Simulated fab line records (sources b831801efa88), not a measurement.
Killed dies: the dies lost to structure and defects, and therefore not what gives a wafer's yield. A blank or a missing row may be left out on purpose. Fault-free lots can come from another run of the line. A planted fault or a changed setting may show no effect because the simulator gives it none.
The tool behind it: which one? ; flow sky130 ; 72 wafers from 24 lots sampled at 6 of the route's 708 steps

WHAT EACH GAUGE READ, for each wafer
SKY_LI_CONTACT_THK_MEAS_01.
lot;measured;on;LI_CONTACT_HDPCVD_THK (nm)
L074;day 27 17:16;filmMetro-01;921 930 935
L075;day 28 08:17;filmMetro-02;922 925 929
L076;day 28 11:13;filmMetro-02;944 922 940
L077;day 29 01:29;filmMetro-03;922 925 914
L078;day 29 11:21;filmMetro-03;920 942 917
L079;day 29 16:28;filmMetro-02;941 931 934
L080;day 29 19:42;filmMetro-01;931 922 939
L081;day 30 04:15;filmMetro-02;920 917 931
L082;day 30 23:32;filmMetro-01;913 919 918
L083;day 31 00:31;filmMetro-01;928 944 928
L084;day 31 09:25;filmMetro-01;920 928 928
L085;day 31 19:19;filmMetro-01;930 926 932
L086;day 32 03:41;filmMetro-01;924 933 924
L087;day 32 10:10;filmMetro-03;939 935 920
L088;day 32 15:46;filmMetro-02;926 929 928
L089;day 32 21:50;filmMetro-02;933 928 943
L090;day 33 10:43;filmMetro-02;924 922 927
L092;day 33 18:53;filmMetro-03;903 923 918
L091;day 33 19:08;filmMetro-02;938 929 938
L093;day 34 04:02;filmMetro-02;924 928 925
L094;day 34 14:44;filmMetro-03;922 917 926
L095;day 34 17:01;filmMetro-02;941 925 921
L096;day 35 11:45;filmMetro-02;919 919 925
L097;day 35 04:16;filmMetro-01;937 925 927

SKY_VIA2_OVL_MEAS_13.
lot;measured;on;VIA2_OVL (nm)
L074;day 35 23:14;overlay-02;8 2 2
L075;day 36 13:57;overlay-02;-3 -4 -3
L076;day 36 18:31;overlay-02;-3 -7 -5
L077;day 37 09:24;overlay-02;9 7 7
L078;day 37 16:23;overlay-02;7 4 4
L079;day 37 20:21;overlay-02;10 6 7
L080;day 37 22:04;overlay-01;-9 -7 -1
L081;day 38 08:05;overlay-01;1 -3 1
L082;day 39 01:26;overlay-02;14 11 15
L083;day 39 01:57;overlay-02;-7 -6 -4
L084;day 39 14:13;overlay-01;8 11 4
L085;day 39 18:14;overlay-01;-7 -4 -4
L086;day 40 02:26;overlay-02;4 3 6
L087;day 40 08:11;overlay-01;3 -2 -3
L088;day 40 12:57;overlay-01;-3 -5 -9
L089;day 40 18:27;overlay-01;14 1 13
L090;day 41 09:43;overlay-02;3 5 -2
L092;day 41 15:51;overlay-02;-6 -1 -4
L091;day 41 18:46;overlay-01;6 12 5
L093;day 41 21:45;overlay-02;5 2 -6
L094;day 42 09:36;overlay-02;4 -2 0
L095;day 42 11:23;overlay-02;-3 -6 -10
L096;day 43 02:40;overlay-02;3 4 4
L097;day 42 20:46;overlay-02;-7 -3 0

SKY_CAPM_RS_MEAS_03: measurement is done with a four-point probe.
lot;measured;on;CAPM_TIN_RS (ohm/sq)
L074;day 36 01:04;filmMetro-02;6.63 6.66 6.60
L075;day 36 15:46;filmMetro-04;6.82 6.73 6.86
L076;day 36 20:16;filmMetro-02;6.63 6.61 6.63
L077;day 37 11:11;filmMetro-03;6.66 6.65 6.63
L078;day 37 18:10;filmMetro-04;6.60 6.58 6.57
L079;day 37 22:11;filmMetro-04;6.69 6.66 6.62
L080;day 37 23:49;filmMetro-04;6.58 6.63 6.62
L081;day 38 09:53;filmMetro-02;6.60 6.62 6.59
L082;day 39 03:11;filmMetro-03;6.64 6.62 6.59
L083;day 39 03:52;filmMetro-03;6.58 6.67 6.64
L084;day 39 16:01;filmMetro-02;6.70 6.74 6.71
L085;day 39 20:01;filmMetro-03;6.75 6.72 6.70
L086;day 40 04:13;filmMetro-04;6.76 6.69 6.71
L087;day 40 09:58;filmMetro-04;6.64 6.67 6.63
L088;day 40 14:42;filmMetro-04;6.66 6.69 6.72
L089;day 40 20:14;filmMetro-02;6.63 6.63 6.58
L090;day 41 11:32;filmMetro-02;6.69 6.73 6.65
L092;day 41 17:56;filmMetro-02;6.64 6.60 6.57
L091;day 41 20:31;filmMetro-02;6.67 6.66 6.67
L093;day 41 23:31;filmMetro-04;6.60 6.60 6.64
L094;day 42 11:23;filmMetro-04;6.63 6.63 6.68
L095;day 42 13:10;filmMetro-02;6.80 6.77 6.80
L096;day 43 04:26;filmMetro-02;6.58 6.54 6.60
L097;day 42 22:43;filmMetro-02;6.62 6.70 6.63

WHICH TOOL RAN EACH LOT (tool, then ch and the chambers of the sampled wafers, then the start)
lot;SKY_LDD_N_STRIP_16;SKY_METAL3_SPUTTER_02;SKY_CAPM_SPUTTER_02
L074;plasmaAsher-02 ch 0,1, day 17 11:26;pvdSputter-02, day 36 00:44;pvdSputter-03, day 36 00:56
L075;plasmaAsher-03 ch 0,1, day 17 22:58;pvdSputter-02, day 36 15:28;pvdSputter-03, day 36 15:40
L076;plasmaAsher-04 ch 0,1, day 18 07:22;pvdSputter-02, day 36 19:58;pvdSputter-03, day 36 20:10
L077;plasmaAsher-02 ch 0,1, day 18 22:09;pvdSputter-02, day 37 10:50;pvdSputter-03, day 37 11:02
L078;plasmaAsher-02 ch 0,1, day 19 03:07;pvdSputter-04, day 37 17:52;pvdSputter-02, day 37 18:03
L079;plasmaAsher-02 ch 0,1, day 19 16:33;pvdSputter-02, day 37 21:49;pvdSputter-03, day 37 22:01
L080;plasmaAsher-04 ch 0,1, day 19 22:04;pvdSputter-02, day 37 23:31;pvdSputter-04, day 37 23:43
L081;plasmaAsher-02 ch 0,1, day 20 05:31;pvdSputter-01, day 38 09:32;pvdSputter-02, day 38 09:44
L082;plasmaAsher-04 ch 0, day 21 02:17;pvdSputter-04, day 39 02:53;pvdSputter-02, day 39 03:05
L083;plasmaAsher-02 ch 0,1, day 21 02:22;pvdSputter-02, day 39 03:34;pvdSputter-04, day 39 03:45
L084;plasmaAsher-02 ch 0,1, day 21 13:00;pvdSputter-01, day 39 15:40;pvdSputter-04, day 39 15:50
L085;plasmaAsher-04 ch 0,1, day 21 22:54;pvdSputter-02, day 39 19:41;pvdSputter-04, day 39 19:52
L086;plasmaAsher-04 ch 0,1, day 22 08:28;pvdSputter-04, day 40 03:52;pvdSputter-03, day 40 04:04
L087;plasmaAsher-04 ch 0,1, day 22 17:20;pvdSputter-02, day 40 09:38;pvdSputter-03, day 40 09:49
L088;plasmaAsher-04 ch 0,1, day 22 22:33;pvdSputter-01, day 40 14:24;pvdSputter-02, day 40 14:35
L089;plasmaAsher-04 ch 0,1, day 23 04:36;pvdSputter-02, day 40 19:56;pvdSputter-04, day 40 20:08
L090;plasmaAsher-02 ch 0,1, day 23 17:07;pvdSputter-04, day 41 11:13;pvdSputter-03, day 41 11:24
L092;plasmaAsher-03 ch 0,1, day 24 05:53;pvdSputter-02, day 41 17:38;pvdSputter-03, day 41 17:50
L091;plasmaAsher-02 ch 0,1, day 24 07:23;pvdSputter-04, day 41 20:13;pvdSputter-03, day 41 20:25
L093;plasmaAsher-04 ch 0,1, day 24 13:24;pvdSputter-04, day 41 23:13;pvdSputter-02, day 41 23:24
L094;plasmaAsher-02 ch 0,1, day 25 01:53;pvdSputter-04, day 42 11:02;pvdSputter-03, day 42 11:13
L095;plasmaAsher-02 ch 0,1, day 25 05:50;pvdSputter-04, day 42 12:49;pvdSputter-02, day 42 13:01
L096;plasmaAsher-04 ch 0,1, day 25 15:13;pvdSputter-04, day 43 04:06;pvdSputter-02, day 43 04:18
L097;plasmaAsher-03 ch 0,1, day 25 21:36;pvdSputter-04, day 42 22:25;pvdSputter-03, day 42 22:36
- SKY_LDD_N_STRIP_16: strips in O2/N2.
- SKY_METAL3_SPUTTER_02: material AlCu, target thk 735 nm, time 39.1 s.
- SKY_CAPM_SPUTTER_02: material TiN, target thk 200 nm, time 166.7 s.

AS READ BY THE TOOLS THEMSELVES (means over the sampled wafers that have a number; for cases with no such wafer, the mark the record gives instead)
SKY_LDD_N_STRIP_16.
lot;tool;chamberPressureMTorr (mTorr);drypumpMotorCurrentA (A);oesProductAu (a.u.);stripTimeToEndpointS (s)
L074;plasmaAsher-02;1500.0;5.8;0.404;4.315
L075;plasmaAsher-03;1501.8;5.6;0.404;4.287
L076;plasmaAsher-04;1500.0;6.1;0.409;4.312
L077;plasmaAsher-02;1500.5;5.9;0.406;4.312
L078;plasmaAsher-02;1499.7;5.5;0.402;4.320
L079;plasmaAsher-02;1500.6;5.9;0.409;4.325
L080;plasmaAsher-04;1500.8;5.8;0.405;4.295
L081;plasmaAsher-02;1498.9;5.9;0.407;4.298
L082;plasmaAsher-04;1499.1;5.6;0.410;4.311
L083;plasmaAsher-02;1499.6;5.6;0.406;4.310
L084;plasmaAsher-02;1499.3;5.8;0.401;4.310
L085;plasmaAsher-04;1498.9;6.1;0.407;4.319
L086;plasmaAsher-04;1501.9;5.9;0.413;4.316
L087;plasmaAsher-04;1499.3;6.1;0.406;4.298
L088;plasmaAsher-04;1499.2;6.1;0.404;4.286
L089;plasmaAsher-04;1499.9;6.1;0.406;4.300
L090;plasmaAsher-02;1500.5;5.9;0.405;4.297
L092;plasmaAsher-03;1499.6;5.4;0.408;4.312
L091;plasmaAsher-02;1499.1;5.6;0.406;4.308
L093;plasmaAsher-04;1499.2;6.1;0.403;4.317
L094;plasmaAsher-02;1499.7;5.6;0.405;4.300
L095;plasmaAsher-02;1499.3;5.5;0.407;4.299
L096;plasmaAsher-04;1500.5;5.8;0.410;4.304
L097;plasmaAsher-03;1500.7;5.4;0.403;4.331

SKY_METAL3_SPUTTER_02.
lot;tool;throttleValvePct (%)
L074;pvdSputter-02;30.0
L075;pvdSputter-02;28.1
L076;pvdSputter-02;29.3
L077;pvdSputter-02;31.1
L078;pvdSputter-04;30.0
L079;pvdSputter-02;29.3
L080;pvdSputter-02;29.6
L081;pvdSputter-01;29.8
L082;pvdSputter-04;29.8
L083;pvdSputter-02;29.3
L084;pvdSputter-01;28.4
L085;pvdSputter-02;30.0
L086;pvdSputter-04;30.1
L087;pvdSputter-02;30.8
L088;pvdSputter-01;31.1
L089;pvdSputter-02;29.7
L090;pvdSputter-04;30.3
L092;pvdSputter-02;28.3
L091;pvdSputter-04;29.7
L093;pvdSputter-04;30.2
L094;pvdSputter-04;30.3
L095;pvdSputter-04;30.0
L096;pvdSputter-04;30.1
L097;pvdSputter-04;29.9

SKY_CAPM_SPUTTER_02.
lot;tool;throttleValvePct (%)
L074;pvdSputter-03;30.8
L075;pvdSputter-03;29.9
L076;pvdSputter-03;30.6
L077;pvdSputter-03;30.8
L078;pvdSputter-02;29.8
L079;pvdSputter-03;30.5
L080;pvdSputter-04;30.4
L081;pvdSputter-02;30.7
L082;pvdSputter-02;28.8
L083;pvdSputter-04;30.2
L084;pvdSputter-04;29.9
L085;pvdSputter-04;30.3
L086;pvdSputter-03;30.5
L087;pvdSputter-03;30.3
L088;pvdSputter-02;30.4
L089;pvdSputter-04;29.8
L090;pvdSputter-03;30.5
L092;pvdSputter-03;30.6
L091;pvdSputter-03;30.2
L093;pvdSputter-02;30.0
L094;pvdSputter-03;30.2
L095;pvdSputter-02;31.2
L096;pvdSputter-02;28.6
L097;pvdSputter-03;30.4

THE ANSWER, worked out from the rows above alone
Rule: the usual values come from the lots themselves. The widest of any qualifying gaps counts: lots, ordered by their means at a reading, are off when they make up no more than a third of the lots, leave a main group of 4 or more, and stand apart from it by 3 or more times the standard deviation of that group's means. The tables above print the reading to a certain number of digits; a main group whose means all agree to those digits is not used. Also off: a lot with no number at a reading for which 4 or more lots have one. The other lots that the step has rows for count as sound. The gauges are gone through in route order, then the tools' own readings, and for those a lot's mean is taken as printed above. At the first step where some lot is off, the reading lying furthest off is the one used; lots without a number count as furthest.
Nothing can be told from this: no lot is off at any reading shown.

WHAT THE SIMULATOR HAD PUT IN
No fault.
